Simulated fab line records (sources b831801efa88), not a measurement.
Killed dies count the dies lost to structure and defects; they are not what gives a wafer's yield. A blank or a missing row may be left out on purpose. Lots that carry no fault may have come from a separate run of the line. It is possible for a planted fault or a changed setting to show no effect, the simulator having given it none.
fab line records | flow sky130
[record] lots = 13 wafers = 39 lastDay = 49
route steps=708 shown CONTACT@429 METAL1@434
lots that met no fault: from a run of the same line without faults
startH: the number of hours between the record's first day and the start of the first shown wafer of the lot | waitH: how many hours have passed since the lot's step before this one | " the same as in the row above | L1.1+2: a row that stands for several wafers | - no value present, or no start provided | * or withheld: withheld | < > ~ a bound
route shown NAME@n: a module of which the file shows steps, and the number in the route of the first | usual: mean/standard deviation taken from wafers without a fault | same: alike in all rows | chamber/n: place in a boat | sites: the reading at each site | _std_site: the standard deviation of these | _edge_site: mean of outer sites minus mean of inner sites | radiusMm: how far each site lies from the wafer's centre | mask NAME#n: copy n | behind: tool/chamber where the wafer was last shaped | hold: cause of the lot's hold/its duration in hours/its outcome | device: the n, p or np transistor that did not switch | end of line: at the end of the route, the tests of the same wafers | for a step that has no rows: nothing shown but its recipe | killed: the dies lost at the first sort to structure and to defects; this is not the yield of the wafer | map: a wafer's dies, marking killed ones x, the rest . and places with no die _
set.NAME: the setting that was run; set.NAME@STEP: the one run at that earlier step | model.NAME: the simulator's own value behind a step, which no gauge read
route steps across a sampled set of lots; one table per step, one row per wafer
services: when a tool's chamber went out of use (startH, in hours from the record's first day, below 0 if earlier), for how many hours, and the reason
[[steps]]
[step SKY_CONTACT_SPUTTER_23]
[recipe] material = TiN targetThkNm = 20 chamberPressurePa = 5 powerW = 4000 timeS = 80
[usual] throttleValvePct = 30.0/1.1
// columns lot.wafer tool chamber startH waitH throttleValvePct
L201.1 pvdSputter-02 - 733.39 0.0 29.7
L201.3 " - " " 29.7
L201.5 " - " " 29.8
L202.2 pvdSputter-04 - 736.04 0.0 29.7
L202.3 " - " " 30.7
L202.5 " - " " 27.4
L203.2 pvdSputter-04 - 751.29 0.0 27.3
L203.5 " - " " 31.0
L203.6 " - " " 27.3
L204.1 pvdSputter-02 - 752.11 0.0 29.3
L204.4 " - " " 29.8
L204.6 " - " " 29.8
L206.2 pvdSputter-01 - 774.58 0.0 31.3
L206.4 " - " " 30.7
L206.5 " - " " 30.0
L210.2 pvdSputter-04 - 819.64 0.0 29.7
L210.3 " - " " 27.6
L210.5 " - " " 31.1
L209.1 pvdSputter-01 - 820.04 0.0 31.0
L209.2 " - " " 31.3
L209.5 " - " " 30.7
L211.1 pvdSputter-02 - 822.32 0.0 30.2
L211.2 " - " " 29.3
L211.5 " - " " 29.8
L213.2 pvdSputter-01 - 827.44 0.0 30.7
L213.3 " - " " 29.9
L213.5 " - " " 30.4
L214.1 pvdSputter-04 - 836.42 0.0 27.7
L214.2 " - " " 31.0
L214.3 " - " " 29.5
L216.1 pvdSputter-01 - 856.08 0.0 30.0
L216.2 " - " " 31.3
L216.4 " - " " 30.8
L217.3 pvdSputter-02 - 856.51 0.0 30.0
L217.5 " - " " 29.6
L217.6 " - " " 30.1
L221.2 pvdSputter-02 - 878.06 0.0 29.7
L221.3 " - " " 29.2
L221.4 " - " " 29.8
[step SKY_CONTACT_CVD_24]
[recipe] material = W targetThkNm = 340 timeS = 102.12 tempC = 400 pressureTorr = 40
[usual] chamberPressureTorr = 40.01/0.087 heaterPowerW = 876/60
// columns lot.wafer tool chamber startH waitH chamberPressureTorr heaterPowerW
L201.1 cvdW-01 0 733.45 0.0 39.85 905
L201.3 " 1 " " 39.87 871
L201.5 " 1 " " 39.81 846
L202.2 cvdW-02 1 736.10 0.0 40.11 775
L202.3 " 1 " " 40.06 780
L202.5 " 0 " " 39.98 912
L203.2 cvdW-02 1 751.35 0.0 39.92 799
L203.5 " 1 " " 40.08 782
L203.6 " 0 " " 40.06 933
L204.1 cvdW-01 1 752.17 0.0 40.03 883
L204.4 " 0 " " 40.13 921
L204.6 " 1 " " 40.02 866
L206.2 cvdW-02 0 774.64 0.0 40.15 936
L206.4 " 0 " " 40.08 904
L206.5 " 1 " " 39.79 781
L210.2 cvdW-01 0 819.70 0.0 40.07 920
L210.3 " 1 " " 40.13 874
L210.5 " 1 " " 40.04 866
L209.1 cvdW-02 1 820.10 0.0 39.99 775
L209.2 " 0 " " 39.96 930
L209.5 " 0 " " 39.99 943
L211.1 cvdW-02 1 822.38 0.0 40.12 773
L211.2 " 0 " " 39.98 901
L211.5 " 0 " " 40.10 924
L213.2 cvdW-02 1 827.50 0.0 40.08 789
L213.3 " 1 " " 39.84 797
L213.5 " 1 " " 39.98 796
L214.1 cvdW-02 0 836.48 0.0 35.22 935
L214.2 " 1 " " 40.03 786
L214.3 " 1 " " 40.03 808
L216.1 cvdW-01 1 856.15 0.0 39.86 880
L216.2 " 0 " " 39.86 916
L216.4 " 0 " " 40.07 905
L217.3 cvdW-02 0 856.61 0.1 35.29 936
L217.5 " 1 " " 39.95 790
L217.6 " 0 " " 35.26 939
L221.2 cvdW-01 0 878.12 0.0 40.08 930
L221.3 " 0 " " 39.89 917
L221.4 " 1 " " 40.08 846
[step SKY_CONTACT_RS_MEAS_25]
[recipe] thkMeasGauge = four-point-probe reads = W_of_CONTACT_CVD_24+TiN_of_CONTACT_SPUTTER_23
[usual] CONTACT_W_RS = 0.338/0.0051
// columns lot.wafer tool chamber startH waitH CONTACT_W_RS[ohm/sq]
L201.1 filmMetro-04 - 733.56 0.1 0.341
L201.3 " - " " 0.341
L201.5 " - " " 0.343
L202.2 filmMetro-04 - 736.23 0.1 0.334
L202.3 " - " " 0.335
L202.5 " - " " 0.331
L203.2 filmMetro-02 - 751.48 0.1 0.330
L203.5 " - " " 0.333
L203.6 " - " " 0.325
L204.1 filmMetro-04 - 752.28 0.1 0.347
L204.4 " - " " 0.345
L204.6 " - " " 0.342
L206.2 filmMetro-04 - 774.77 0.1 0.331
L206.4 " - " " 0.332
L206.5 " - " " 0.341
L210.2 filmMetro-01 - 819.83 0.1 0.337
L210.3 " - " " 0.337
L210.5 " - " " 0.338
L209.1 filmMetro-04 - 820.21 0.1 0.343
L209.2 " - " " 0.332
L209.5 " - " " 0.337
L211.1 filmMetro-02 - 822.49 0.1 0.342
L211.2 " - " " 0.332
L211.5 " - " " 0.338
L213.2 filmMetro-02 - 827.63 0.1 0.340
L213.3 " - " " 0.342
L213.5 " - " " 0.342
L214.1 filmMetro-02 - 836.59 0.1 0.353
L214.2 " - " " 0.331
L214.3 " - " " 0.331
L216.1 filmMetro-02 - 856.26 0.1 0.338
L216.2 " - " " 0.343
L216.4 " - " " 0.349
L217.3 filmMetro-01 - 856.72 0.1 0.357
L217.5 " - " " 0.334
L217.6 " - " " 0.354
L221.2 filmMetro-02 - 878.25 0.1 0.346
L221.3 " - " " 0.348
L221.4 " - " " 0.345
[step SKY_METAL1_SPUTTER_00]
[recipe] material = Ti targetThkNm = 15 powerW = 3000 timeS = 10 chamberPressurePa = 0.4
[usual] throttleValvePct = 30.0/1
// columns lot.wafer tool chamber startH waitH throttleValvePct
L201.1 pvdSputter-03 - 734.04 0.1 30.0
L201.3 " - " " 29.3
L201.5 " - " " 29.4
L202.2 pvdSputter-01 - 736.69 0.2 31.0
L202.3 " - " " 30.0
L202.5 " - " " 30.2
L203.2 pvdSputter-03 - 751.94 0.2 30.1
L203.5 " - " " 30.4
L203.6 " - " " 30.5
L204.1 pvdSputter-01 - 752.86 0.1 30.1
L204.4 " - " " 29.9
L204.6 " - " " 31.4
L206.2 pvdSputter-04 - 775.23 0.2 29.4
L206.4 " - " " 27.2
L206.5 " - " " 30.6
L210.2 pvdSputter-03 - 820.29 0.1 30.4
L210.3 " - " " 30.0
L210.5 " - " " 29.5
L209.1 pvdSputter-04 - 820.69 0.2 27.0
L209.2 " - " " 31.0
L209.5 " - " " 27.4
L211.1 pvdSputter-03 - 822.97 0.2 29.3
L211.2 " - " " 30.7
L211.5 " - " " 29.5
L213.2 pvdSputter-04 - 828.09 0.1 27.6
L213.3 " - " " 31.0
L213.5 " - " " 30.4
L214.1 pvdSputter-03 - 837.07 0.2 29.5
L214.2 " - " " 30.4
L214.3 " - " " 30.6
L216.1 pvdSputter-04 - 856.74 0.1 31.3
L216.2 " - " " 30.6
L216.4 " - " " 27.4
L217.3 pvdSputter-01 - 857.16 0.1 31.3
L217.5 " - " " 30.0
L217.6 " - " " 30.8
L221.2 pvdSputter-03 - 878.71 0.2 30.0
L221.3 " - " " 29.9
L221.4 " - " " 30.8
[step SKY_METAL1_SPUTTER_01]
[recipe] material = TiN targetThkNm = 20 powerW = 6500 timeS = 16.7 chamberPressurePa = 0.4
[usual] throttleValvePct = 30.1/1
// columns lot.wafer tool chamber startH waitH throttleValvePct
L201.1 pvdSputter-03 - 734.06 0.0 29.9
L201.3 " - " " 29.6
L201.5 " - " " 29.5
L202.2 pvdSputter-01 - 736.72 0.0 31.2
L202.3 " - " " 30.1
L202.5 " - " " 30.0
L203.2 pvdSputter-03 - 751.96 0.0 30.0
L203.5 " - " " 29.8
L203.6 " - " " 30.9
L204.1 pvdSputter-01 - 752.88 0.0 29.8
L204.4 " - " " 30.2
L204.6 " - " " 31.5
L206.2 pvdSputter-04 - 775.26 0.0 29.5
L206.4 " - " " 27.3
L206.5 " - " " 30.9
L210.2 pvdSputter-03 - 820.31 0.0 30.5
L210.3 " - " " 30.1
L210.5 " - " " 29.5
L209.1 pvdSputter-04 - 820.71 0.0 27.7
L209.2 " - " " 31.5
L209.5 " - " " 27.7
L211.1 pvdSputter-03 - 823.00 0.0 29.3
L211.2 " - " " 30.9
L211.5 " - " " 29.4
L213.2 pvdSputter-04 - 828.11 0.0 27.5
L213.3 " - " " 31.4
L213.5 " - " " 30.8
L214.1 pvdSputter-03 - 837.09 0.0 29.3
L214.2 " - " " 30.1
L214.3 " - " " 30.5
L216.1 pvdSputter-04 - 856.76 0.0 31.0
L216.2 " - " " 30.7
L216.4 " - " " 27.2
L217.3 pvdSputter-01 - 857.18 0.0 30.8
L217.5 " - " " 30.0
L217.6 " - " " 30.8
L221.2 pvdSputter-03 - 878.73 0.0 30.2
L221.3 " - " " 29.7
L221.4 " - " " 30.8
[[services]]
// columns tool chamber startH hours kind
pvdSputter-03 0 718.09 - consumableReplace:kit
pvdSputter-03 0 718.09 18.0 scheduledDown
pvdSputter-03 0 718.09 18.0 ventCycle
pvdSputter-01 2 739.38 - consumableReplace:kit
pvdSputter-01 2 739.38 18.0 scheduledDown
pvdSputter-01 2 739.38 18.0 ventCycle
cvdW-01 0 739.61 6.1 repair
pvdSputter-04 - 751.78 2.7 repair
pvdSputter-03 - 825.22 1.5 repair
pvdSputter-02 - 853.85 2.6 repair
pvdSputter-02 - 855.79 0.5 repair
cvdW-02 1 868.27 5.9 repair
cvdW-01 - 868.61 3.2 repair
pvdSputter-03 - 873.51 0.6 repair
[[key]]
[firstSign] step = SKY_CONTACT_CVD_24 reading = chamberPressureTorr direction = down sigmas = 54 usual = 40.01 struck = 35.26
[effect] step = SKY_CONTACT_RS_MEAS_25 reading = CONTACT_W_RS direction = up sigmas = 3.3 usual = 0.338 struck = 0.355
metAt SKY_CONTACT_CVD_24
struckLots L214,L217
struckWafers L214.1,L217.3,L217.6
testerLeftOut L214,L217
notActingAt SKY_CONTACT_SPUTTER_23,SKY_METAL1_SPUTTER_00,SKY_METAL1_SPUTTER_01
onsetBetween 822.38 836.48
[fault] kind = processParameterDrift tool = cvdW-02 chamber = 0 onsetH = 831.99 steps = SKY_CONTACT_CVD_24 channel = pressureTorr offset = -4.7649 shape = step endH = 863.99 actsIn = theseRecipesOnly stated = 40
// testerLeftOut: of these lots the tester's yield and bins aren't shown, on N5 and GAA mostly nor the transistor test; their killed dies are dies lost to structure and defects alone, not to doping, threshold or leakage, so they don't give the yield
